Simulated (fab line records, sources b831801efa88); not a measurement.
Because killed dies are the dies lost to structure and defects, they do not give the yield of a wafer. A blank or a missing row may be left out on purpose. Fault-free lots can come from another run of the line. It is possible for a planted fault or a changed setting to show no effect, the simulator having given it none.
A sampling plan put to the test -- flow sky130 -- 5 faults told of in these records, all on one fab line, each judged by the records of the lots it struck
What counts as the plan is the set of the line's own looks, namely the steps on the route at which a gauge or an inspection reads a wafer and does not change it. Where struck wafers have a number at a look and the file lists that look's usual mean and standard deviation on fault-free wafers, the look can be judged. Caught: 4 or more of those standard deviations (sigma) separate the usual mean from the mean of the struck wafers at a look after the fault's first step. On the tool: here the same test is run on the tool's own readings at the fault's steps. If the struck wafers alone have a blank record, or they carry another recipe, that too counts as caught.

THE FAULTS, as the simulator had put them in
1. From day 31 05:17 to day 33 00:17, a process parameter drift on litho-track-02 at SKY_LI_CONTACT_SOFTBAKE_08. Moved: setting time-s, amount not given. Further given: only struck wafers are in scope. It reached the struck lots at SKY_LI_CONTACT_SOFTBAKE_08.
2. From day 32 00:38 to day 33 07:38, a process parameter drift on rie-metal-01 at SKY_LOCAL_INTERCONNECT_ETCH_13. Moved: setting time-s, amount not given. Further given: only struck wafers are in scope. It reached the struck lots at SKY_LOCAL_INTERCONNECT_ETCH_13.
3. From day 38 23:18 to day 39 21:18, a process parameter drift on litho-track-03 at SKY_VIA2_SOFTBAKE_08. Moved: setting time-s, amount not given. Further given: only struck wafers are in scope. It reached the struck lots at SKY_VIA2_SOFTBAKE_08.
4. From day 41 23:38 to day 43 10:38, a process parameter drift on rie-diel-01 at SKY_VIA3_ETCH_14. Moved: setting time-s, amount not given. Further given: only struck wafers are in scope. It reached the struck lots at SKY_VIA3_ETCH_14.
5. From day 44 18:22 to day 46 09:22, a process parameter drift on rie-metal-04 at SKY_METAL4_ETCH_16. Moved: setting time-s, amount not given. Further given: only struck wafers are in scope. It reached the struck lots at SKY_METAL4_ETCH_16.

WHAT THE PLAN SAW
fault,on the tool itself,first look that catches it,"reading, sigma",median hours from its first step to that look,hours from the fault's start to the first struck lot there,judged looks passed uncaught
1,run-length-s +52 sigma,no look after it can be judged,-,-,-,0
2,oes-product-au -10 sigma,not the one look that can be judged after it,-,-,-,1
3,run-length-s -69 sigma,no look after it can be judged,-,-,-,0
4,oes-product-au +12 sigma,no look after it can be judged,-,-,-,0
5,run-length-s -40 sigma,no look after it can be judged,-,-,-,0
A dash: the fault is not caught, or the number is missing from these records.

Caught at a look: 0 of 5. Caught on the tool: 5 of 5. By one or the other: 5 of 5.
Faults 1, 2, 3, 4, 5 were caught on the tool alone.
